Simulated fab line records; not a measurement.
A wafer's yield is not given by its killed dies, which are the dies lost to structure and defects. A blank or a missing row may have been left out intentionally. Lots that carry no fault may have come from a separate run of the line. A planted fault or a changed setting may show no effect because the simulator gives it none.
Chamber matching || flow sfq-line || 4 sister chambers for SFQ_TRILAYER_I6_CMP_CMP_166 on cmp-02
The step polishes SiO2. 8 wafers are shown with their chamber, then 9 later ones without.

== WAFERS WITH THEIR CHAMBER ==
{"wafer": "L123.5", "chamber": 2, "motor-current-A (A)": 9.4, "time-to-endpoint-s (s)": 230}
{"wafer": "L123.6", "chamber": 1, "motor-current-A (A)": 10.3, "time-to-endpoint-s (s)": 214}
{"wafer": "L124.3", "chamber": 0, "motor-current-A (A)": 10.6, "time-to-endpoint-s (s)": 227}
{"wafer": "L124.5", "chamber": 2, "motor-current-A (A)": 10.0, "time-to-endpoint-s (s)": 227}
{"wafer": "L124.6", "chamber": 1, "motor-current-A (A)": 9.6, "time-to-endpoint-s (s)": 225}
{"wafer": "L126.3", "chamber": 0, "motor-current-A (A)": 10.7, "time-to-endpoint-s (s)": 212}
{"wafer": "L126.4", "chamber": 3, "motor-current-A (A)": 9.2, "time-to-endpoint-s (s)": 220}
{"wafer": "L126.5", "chamber": 3, "motor-current-A (A)": 9.4, "time-to-endpoint-s (s)": 219}

== WAFERS WHOSE CHAMBER IS MISSING ==
{"wafer": "L131.2", "motor-current-A (A)": 10.1, "time-to-endpoint-s (s)": 221}
{"wafer": "L131.3", "motor-current-A (A)": 9.5, "time-to-endpoint-s (s)": 209}
{"wafer": "L131.4", "motor-current-A (A)": 9.3, "time-to-endpoint-s (s)": 226}
{"wafer": "L133.2", "motor-current-A (A)": 9.6, "time-to-endpoint-s (s)": 207}
{"wafer": "L133.5", "motor-current-A (A)": 10.7, "time-to-endpoint-s (s)": 210}
{"wafer": "L133.6", "motor-current-A (A)": 10.0, "time-to-endpoint-s (s)": 211}
{"wafer": "L137.2", "motor-current-A (A)": 9.2, "time-to-endpoint-s (s)": 211}
{"wafer": "L137.4", "motor-current-A (A)": 10.2, "time-to-endpoint-s (s)": 216}
{"wafer": "L137.6", "motor-current-A (A)": 9.9, "time-to-endpoint-s (s)": 212}

== THE CHAMBER EACH PASSED THROUGH ==
{"wafer": "L131.2", "from the rows above": "can't be placed: 1 or 2 or 0 or 3", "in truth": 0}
{"wafer": "L131.3", "from the rows above": "can't be placed: 3 or 1 or 2", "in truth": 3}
{"wafer": "L131.4", "from the rows above": "can't be placed: 3 or 2 or 1", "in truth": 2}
{"wafer": "L133.2", "from the rows above": "can't be placed: 3 or 1 or 2 or 0", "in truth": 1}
{"wafer": "L133.5", "from the rows above": "can't be placed: 0 or 1", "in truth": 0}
{"wafer": "L133.6", "from the rows above": "can't be placed: 1 or 0 or 3 or 2", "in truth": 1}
{"wafer": "L137.2", "from the rows above": "can't be placed: 3 or 1 or 2", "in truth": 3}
{"wafer": "L137.4", "from the rows above": "can't be placed: 1 or 0 or 2 or 3", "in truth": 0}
{"wafer": "L137.6", "from the rows above": "can't be placed: 1 or 3 or 0 or 2", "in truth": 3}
Correct placement for 0 of the 9. Not placeable from these rows: 9 (in 9, the candidates include the true chamber). Placed wrongly: 0.
How it was worked out, from the rows above alone: a wafer's distance from a chamber is the root of the sum, over the readings, of the square of ((its reading less the chamber's mean) divided by the reading's scatter). If the next closest chamber is less than 2 further off than the closest, the wafer can't be placed; otherwise it belongs to the closest. The mean given for a chamber averages the wafers shown for that chamber. The scatter: the root of (the sum of the squares of (reading less its chamber's mean) over the shown wafers, divided by (wafers less chambers)).
